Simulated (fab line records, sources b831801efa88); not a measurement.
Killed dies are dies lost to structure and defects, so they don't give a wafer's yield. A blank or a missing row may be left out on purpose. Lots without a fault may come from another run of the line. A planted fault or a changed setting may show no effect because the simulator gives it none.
Which tool did it? | flow gf180mcu | 14 lots, 42 wafers sampled, at 4 steps of a route of 602

WHAT THE GAUGES READ, wafer by wafer
GF_V1_THK_MEAS_01.
lot  | measured     | on            | V1_CVD_00_THK (nm)
L796 | day 17 11:47 | film_metro-01 | 593 598 595
L797 | day 17 16:08 | film_metro-01 | 598 599 610
L798 | day 18 04:15 | film_metro-01 | 603 594 599
L799 | day 18 01:45 | film_metro-03 | 600 594 608
L800 | day 18 18:05 | film_metro-03 | 604 601 603
L801 | day 19 01:15 | film_metro-03 | 604 609 601
L802 | day 19 13:07 | film_metro-01 | 606 606 595
L803 | day 19 19:13 | film_metro-02 | 596 599 601
L806 | day 20 23:43 | film_metro-03 | 596 600 609
L809 | day 22 07:57 | film_metro-01 | 604 604 602
L812 | day 23 16:15 | film_metro-01 | 605 609 611
L814 | day 24 02:16 | film_metro-02 | 605 613 595
L817 | day 24 13:28 | film_metro-01 | 602 603 607
L818 | day 25 03:35 | film_metro-02 | 604 608 602

GF_V1_THK_MEAS_03.
lot  | measured     | on            | V1_CVD_02_THK (nm)
L796 | day 17 11:55 | film_metro-02 | 841 836 858
L797 | day 17 16:16 | film_metro-02 | 832 837 861
L798 | day 18 04:23 | film_metro-02 | 836 834 840
L799 | day 18 01:53 | film_metro-02 | 838 830 856
L800 | day 18 18:13 | film_metro-01 | 839 851 864
L801 | day 19 01:23 | film_metro-01 | 836 867 851
L802 | day 19 13:14 | film_metro-03 | 867 845 848
L803 | day 19 19:21 | film_metro-03 | 838 856 841
L806 | day 20 23:51 | film_metro-01 | 841 859 842
L809 | day 22 08:05 | film_metro-02 | 853 853 870
L812 | day 23 16:25 | film_metro-01 | 842 847 848
L814 | day 24 02:23 | film_metro-01 | 856 869 868
L817 | day 24 13:35 | film_metro-03 | 835 839 855
L818 | day 25 03:43 | film_metro-01 | 850 839 864

GF_V1_BOW_MEAS_05.
lot  | measured     | on            | V1_BOW (um)
L796 | day 17 12:16 | film_metro-03 | 78 73 82
L797 | day 17 16:38 | film_metro-02 | 92 78 89
L798 | day 18 04:45 | film_metro-01 | 74 80 79
L799 | day 18 02:15 | film_metro-03 | 73 79 82
L800 | day 18 18:34 | film_metro-02 | 81 92 84
L801 | day 19 01:46 | film_metro-01 | 82 95 80
L802 | day 19 13:38 | film_metro-01 | 84 94 78
L803 | day 19 19:43 | film_metro-02 | 78 89 93
L806 | day 21 00:13 | film_metro-01 | 88 86 79
L809 | day 22 08:28 | film_metro-01 | 87 90 75
L812 | day 23 16:53 | film_metro-01 | 80 82 68
L814 | day 24 02:46 | film_metro-02 | 87 78 81
L817 | day 24 13:57 | film_metro-03 | 79 71 80
L818 | day 25 04:05 | film_metro-03 | 83 82 74

WHICH TOOL RAN EACH LOT (tool, then ch and the chambers of the sampled wafers, then the start)
lot  | GF_STI_ETCH_14
L796 | rie_si-01 ch 1,3, day 2 04:36
L797 | rie_si-02 ch 1,2, day 2 07:49
L798 | rie_si-01 ch 1,3, day 2 11:42
L799 | rie_si-02 ch 0,1, day 2 17:40
L800 | rie_si-02 ch 1,2,3, day 2 23:30
L801 | rie_si-01 ch 1,2, day 3 04:22
L802 | rie_si-01 ch 0,2,3, day 3 08:18
L803 | rie_si-01 ch 0,1,3, day 3 13:30
L806 | rie_si-01 ch 0,2,3, day 4 05:01
L809 | rie_si-01 ch 0,2,3, day 4 21:36
L812 | rie_si-01 ch 1,2,3, day 5 11:04
L814 | rie_si-02 ch 0,1,2, day 6 00:37
L817 | rie_si-02 ch 0,1, day 6 15:03
L818 | rie_si-02 ch 1,2,3, day 6 23:18
- GF_STI_ETCH_14: etches Si in HBr/Cl2/O2, target depth 360 nm, time 102.9 s.

WHAT THE TOOLS THEMSELVES READ (means of the sampled wafers that have a number; where no wafer has one, the mark that the record gives instead)
GF_STI_ETCH_14.
lot  | tool      | drypump_motor_current_A (A) | he_backside_leak_sccm (sccm) | oes_product_au (a.u.) | run_length_s (s) | throttle_valve_pct (%)
L796 | rie_si-01 | 6.0                         | 2.77                         | 0.985                 | 130.9            | 25.667
L797 | rie_si-02 | 5.6                         | 2.93                         | 0.992                 | 130.7            | 25.672
L798 | rie_si-01 | 6.0                         | 2.80                         | 0.993                 | 131.1            | 25.655
L799 | rie_si-02 | 5.4                         | 3.06                         | 1.002                 | 130.7            | 25.663
L800 | rie_si-02 | 5.7                         | 3.11                         | 1.002                 | 131.1            | 25.662
L801 | rie_si-01 | 5.8                         | 2.57                         | 1.003                 | 130.7            | 25.654
L802 | rie_si-01 | 6.0                         | 2.83                         | 1.010                 | 131.5            | 25.654
L803 | rie_si-01 | 6.1                         | 2.61                         | 1.002                 | 131.4            | 25.666
L806 | rie_si-01 | 6.0                         | 2.78                         | 1.004                 | 131.6            | 25.653
L809 | rie_si-01 | 6.0                         | 2.71                         | 1.009                 | 133.4            | 25.664
L812 | rie_si-01 | 5.8                         | 2.79                         | 0.993                 | 133.1            | 25.667
L814 | rie_si-02 | 5.4                         | 2.84                         | 1.002                 | 131.3            | 25.658
L817 | rie_si-02 | 5.2                         | 2.71                         | 1.006                 | 131.1            | 25.658
L818 | rie_si-02 | 5.7                         | 3.20                         | 0.987                 | 131.1            | 25.665

THE ANSWER, worked out from the rows above alone
Rule: what is usual is taken from the lots themselves. Put in order of their means at a reading, lots are off if they are a third of the lots or fewer, leave a main group of 4 or more, and stand apart from it by a gap of 3 or more times the standard deviation of the main group's means; of several such gaps the widest counts. A main group whose means are all the same, to the digits that the tables above print for the reading, isn't used. A lot without any number at a reading at which 4 lots or more have one is off too. The other lots that the step has rows for count as sound. The gauges are gone through in route order, then the tools' own readings, and for those a lot's mean is taken as printed above. The first step at which some lot is off is used, and at that step the reading that is off furthest; a lot without a number counts as furthest.
Off: L809, L812, at GF_STI_ETCH_14 (run_length_s). The main group: mean 131.1 s, standard deviation 0.3.
A tool fits if, at that step or a process step before it, it ran every lot that is off, and no sound lot after the first of them. One fits: rie_si-01 at GF_STI_ETCH_14. Its last sound lot is L806 (day 4 05:01), its first lot that is off L809 (day 4 21:36): a fault that began between those two fits.
The tool's own readings at GF_STI_ETCH_14 bear it out: on the lots that are off they differ by more than 5 times the standard deviation of the sound lots' means. run_length_s reads 133.2 s there against 131.1 s on the sound lots.

WHAT THE SIMULATOR HAD PUT IN
Process parameter drift: rie_si-01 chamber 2, from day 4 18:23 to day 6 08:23, at GF_STI_ETCH_14. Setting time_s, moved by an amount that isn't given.
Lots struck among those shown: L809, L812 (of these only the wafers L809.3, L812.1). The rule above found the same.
